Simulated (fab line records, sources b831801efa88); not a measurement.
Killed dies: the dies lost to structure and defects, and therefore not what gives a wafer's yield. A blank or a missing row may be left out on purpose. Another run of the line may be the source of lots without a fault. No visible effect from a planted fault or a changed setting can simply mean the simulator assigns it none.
Which of the tools did it? | flow sky130 | route of 708 steps, sampled at 1 step: 12 lots, 36 wafers

== WHAT THE GAUGES READ, wafer by wafer ==
SKY_METAL4_CD_MEAS_13 targets a cd of 300 nm.
lot  | measured     | on        | cd-nm (nm)
L075 | day 41 21:35 | cd-sem-02 | 299.6 301.0 299.8
L077 | day 42 20:07 | cd-sem-01 | 298.8 299.6 299.9
L079 | day 43 02:13 | cd-sem-01 | 296.7 296.7 295.5
L082 | day 44 16:34 | cd-sem-01 | 297.6 297.7 299.3
L081 | day 44 18:23 | cd-sem-01 | 300.2 301.6 299.7
L085 | day 45 01:18 | cd-sem-02 | 299.7 297.9 297.0
L087 | day 45 21:03 | cd-sem-01 | 300.2 300.0 300.4
L089 | day 46 05:29 | cd-sem-01 | 298.2 298.2 299.8
L092 | day 46 13:08 | cd-sem-02 | 300.5 300.6 299.1
L093 | day 46 23:52 | cd-sem-02 | 297.1 296.7 297.9
L095 | day 47 05:23 | cd-sem-01 | 298.0 298.9 299.8
L097 | day 47 16:22 | cd-sem-02 | 302.8 301.5 302.4

== WHAT TOOL EACH LOT RAN ON (gives the tool, then ch and the chambers of the sampled wafers, and finally the start) ==
There is no process step in the record ahead of these readings.

== THE ANSWER, worked out from the rows above alone ==
Rule: what is usual is taken from the lots themselves. Put in order of their means at a reading, lots are off if they are a third of the lots or fewer, leave a main group of 4 or more, and stand apart from it by a gap of 3 or more times the standard deviation of the main group's means; of several such gaps the widest counts. Not used: any main group whose means are identical at the precision the tables above print for the reading. Also off: a lot with no number at a reading for which 4 or more lots have one. The other lots that the step has rows for count as sound.
No lot is off on any of the readings shown, so nothing can be concluded from this.

== WHAT THE SIMULATOR PUT IN ==
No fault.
